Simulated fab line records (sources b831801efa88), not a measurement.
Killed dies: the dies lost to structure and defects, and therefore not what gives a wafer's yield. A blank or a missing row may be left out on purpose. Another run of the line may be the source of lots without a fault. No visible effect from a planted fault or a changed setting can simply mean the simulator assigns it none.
A lot that was struck, set against a sound lot / flow sfq line / 42 out of 325 route steps
Sound: the wafers L440.1, L440.2, L440.3. Wafers L452.2, L452.4, L452.6 were the ones struck. At the end, the cause is stated.
Each step with rows lists, per side, the tool, then ch with its chambers, then its first start. Under that, the readings that differ: sound wafers / struck wafers / difference of the means / sigmas: that difference in standard deviations of wafers without a fault.
alike: readings whose means differ by less than 2 such deviations, and words and numbers that are the same on both sides. not compared: withheld readings, readings that some wafer has no value for, bounds like >300 that may hide the same value, and numbers for which the record gives no deviation and whose values overlap.
The two part at a step that has a row with sigmas, a row that says differs or no value, or rows on one side only. Numbers that have no deviation but don't overlap get no sigmas and don't part them. A reading missing from all wafers of one side parts the sides only when that side holds two or more wafers.

first, 6 steps without rows for these wafers: SFQ_TRILAYER_M3_LITHO_COAT_080 (resist thk 62 nm); SFQ_TRILAYER_M3_LITHO_COAT_075 (resist thk 600 nm); SFQ_TRILAYER_M3_LITHO_SOFTBAKE_079; SFQ_TRILAYER_M3_LITHO_EXPOSE_076 (exposes mask M3, target cd 500 nm); SFQ_TRILAYER_M3_LITHO_PEB_078 (peb time 60 s); SFQ_TRILAYER_M3_LITHO_DEVELOP_077 (time 60 s).
SFQ_M3_OVL_MEAS_921:
  sound on overlay-01, day 29 02:36; struck on overlay-01, day 34 06:25
  alike: M3_OVL
then, 1 step without rows for these wafers: SFQ_TRILAYER_M3_BARC_OPEN_METAL_ETCH_100 (etches BARC in O2, target depth 125 nm, time 41.7 s).
SFQ_TRILAYER_M3_ETCH_METAL_ETCH_078: etches Nb in Cl2/Ar, stops on SiO2, target depth 240 nm, time 120 s.
  sound on rie metal-04 ch 0,1, day 29 02:42; struck on rie metal-04 ch 1, day 34 06:30
  alike: chamber pressure mTorr, drypump motor current A, oes product au
  not compared: rf hours counter h
then, 3 steps without rows for these wafers: SFQ_TRILAYER_M3_STRIP_STRIP_079 (strips in O2); SFQ_TRILAYER_M3_STRIP_SOLV_CLEAN_080 (cleans in NMP, time 600 s); SFQ_TRILAYER_I3_DEP_PECVD_081 (deposits SiO2 from SiH4/N2O, time 111.11 s, target thk 500 nm).
SFQ_TRILAYER_I3_CMP_CMP_082: polishes SiO2.
  sound on cmp-02 ch 0,1,2, day 29 11:41; struck on cmp-01 ch 0,1,2, day 35 07:05
reading=time to endpoint s (s); sound=210 215 205; struck=283 281 287; difference=+74; sigmas=+11
reading=model.SiO2_of_TRILAYER_I3_DEP_PECVD_081.thk nm (nm); sound=200.2 199.6 199.9; struck=305 304 305.7; difference=+105; sigmas=
  alike: edge zone pressure frac, motor current A
SFQ_I3_BOW_MEAS_922:
  sound on film metro-02, day 29 14:41; struck on film metro-01, day 35 09:37
  alike: I3_BOW
SFQ_TRILAYER_I3_METRO_MEASURE_083:
  sound on film metro-02, day 29 14:48; struck on film metro-01, day 35 09:55
reading=thk nm (nm); sound=200.3 199.6 200.0; struck=305.0 303.9 305.6; difference=+104.9; sigmas=+99 or more
then, 6 steps without rows for these wafers: SFQ_TRILAYER_I3_VIA_LITHO_COAT_090 (resist thk 62 nm); SFQ_TRILAYER_I3_VIA_LITHO_COAT_085 (resist thk 650 nm); SFQ_TRILAYER_I3_VIA_LITHO_SOFTBAKE_089; SFQ_TRILAYER_I3_VIA_LITHO_EXPOSE_086 (exposes mask I3, target cd 500 nm); SFQ_TRILAYER_I3_VIA_LITHO_PEB_088 (peb time 60 s); SFQ_TRILAYER_I3_VIA_LITHO_DEVELOP_087 (time 60 s).
-- the record jumps here: 4 days lie between the struck wafers' starts before and after --
SFQ_I3_OVL_MEAS_923:
  sound on overlay-02, day 31 14:36; struck on overlay-01, day 39 04:25
  alike: I3_OVL
then, 1 step without rows for these wafers: SFQ_TRILAYER_I3_VIA_BARC_OPEN_VIA_ETCH_121 (etches BARC in O2, target depth 125 nm, time 41.7 s).
SFQ_TRILAYER_I3_VIA_ETCH_VIA_ETCH_088: etches SiO2 in CHF3, stops on Nb, target depth 260 nm.
  sound on rie diel-03 ch 0,1,3, day 31 14:41; struck on rie diel-04 ch 1,2, day 39 04:29
reading=oes product au (a.u.); sound=0.860 0.852 0.848; struck=1.012 1.014 1.003; difference=+0.156; sigmas=+29
reading=model.etch.depth nm (nm); sound=200.2 199.6 199.9; struck=264.6 264.1 262.3; difference=+63.8; sigmas=
reading=model.I3.feature depth nm (nm); sound=200.5 199.9 200.2; struck=264.6 264.1 262.3; difference=+63.5; sigmas=
  alike: chamber pressure mTorr, drypump motor current A
SFQ_TRILAYER_I3_VIA_STRIP_STRIP_089: strips in O2.
  sound on rie metal-01 ch 0,1, day 31 14:47; struck on rie metal-01 ch 0,1, day 39 04:36
  alike: chamber pressure mTorr, drypump motor current A, oes product au
  not compared: rf hours counter h
then, 1 step without rows for these wafers: SFQ_TRILAYER_I3_VIA_STRIP_SOLV_CLEAN_090 (cleans in NMP, time 600 s).
SFQ_TRILAYER_M4_DEP_PRE_CLEAN_092: time 22.5 s.
  sound on pvd sputter-06, day 31 15:34; struck on pvd sputter-05, day 39 05:23
reading=model.SiO2_of_TRILAYER_I3_DEP_PECVD_081.thk nm (nm); sound=192.7 192.1 192.4; struck=297.5 296.5 298.2; difference=+105.0; sigmas=
SFQ_TRILAYER_M4_DEP_SPUTTER_091: material Nb, target thk 200 nm, time 133.3 s.
  sound on pvd sputter-06, day 31 15:35; struck on pvd sputter-05, day 39 05:24
  alike: throttle valve pct
SFQ_M4_RS_MEAS_924: a four-point-probe measurement.
  sound on film metro-03, day 31 15:41; struck on film metro-02, day 39 05:31
  alike: M4_NB_RS
then, 6 steps without rows for these wafers: SFQ_TRILAYER_M4_LITHO_COAT_098 (resist thk 62 nm); SFQ_TRILAYER_M4_LITHO_COAT_093 (resist thk 600 nm); SFQ_TRILAYER_M4_LITHO_SOFTBAKE_097; SFQ_TRILAYER_M4_LITHO_EXPOSE_094 (exposes mask M4, target cd 500 nm); SFQ_TRILAYER_M4_LITHO_PEB_096 (peb time 60 s); SFQ_TRILAYER_M4_LITHO_DEVELOP_095 (time 60 s).
-- the record jumps here: 5 days lie between the struck wafers' starts before and after --
SFQ_M4_OVL_MEAS_926:
  sound on overlay-01, day 34 04:00; struck on overlay-01, day 44 09:53
  alike: M4_OVL
SFQ_TRILAYER_M4_BARC_OPEN_METAL_ETCH_123: etches BARC in O2, target depth 125 nm, time 41.7 s.
  sound on rie metal-04 ch 0,1, day 34 04:02; struck on rie metal-02 ch 0,1, day 44 09:55
  alike: chamber pressure mTorr, drypump motor current A, oes product au
  not compared: rf hours counter h
SFQ_TRILAYER_M4_ETCH_METAL_ETCH_096: etches Nb in Cl2/Ar, stops on SiO2, target depth 240 nm, time 120 s.
  sound on rie metal-04 ch 0,1, day 34 04:06; struck on rie metal-02 ch 0,1, day 44 09:59
  alike: chamber pressure mTorr, drypump motor current A, oes product au
  not compared: rf hours counter h
then, 3 steps without rows for these wafers: SFQ_TRILAYER_M4_STRIP_STRIP_097 (strips in O2); SFQ_TRILAYER_M4_STRIP_SOLV_CLEAN_098 (cleans in NMP, time 600 s); SFQ_TRILAYER_I4_DEP_PECVD_099 (deposits SiO2 from SiH4/N2O, time 111.11 s, target thk 500 nm).
-- the record jumps here: 36 days lie between the struck wafers' starts before and after --
SFQ_M8_BOW_MEAS_951:
  sound on film metro-02, day 75 19:28; struck on film metro-01, day 80 03:19
reading=model.etest.i3.link ohm; sound=1.993 1.995 1.988; struck=1e+06 1e+06 1e+06; difference=+1e+06; sigmas=
  alike: M8_BOW

== WHERE THEY PART ==
At SFQ_TRILAYER_I3_CMP_CMP_082 first; at SFQ_TRILAYER_I3_VIA_ETCH_VIA_ETCH_088 last (within this record only). Later steps at which nothing parts them and some readings are alike: SFQ_TRILAYER_I3_VIA_STRIP_STRIP_089, SFQ_TRILAYER_M4_DEP_SPUTTER_091, SFQ_M4_RS_MEAS_924, SFQ_M4_OVL_MEAS_926, SFQ_TRILAYER_M4_BARC_OPEN_METAL_ETCH_123, SFQ_TRILAYER_M4_ETCH_METAL_ETCH_096, SFQ_M8_BOW_MEAS_951.

WHY: what had been put in by the simulator
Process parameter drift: cmp-01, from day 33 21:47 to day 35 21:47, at SFQ_TRILAYER_I3_CMP_CMP_082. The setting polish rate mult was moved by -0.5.
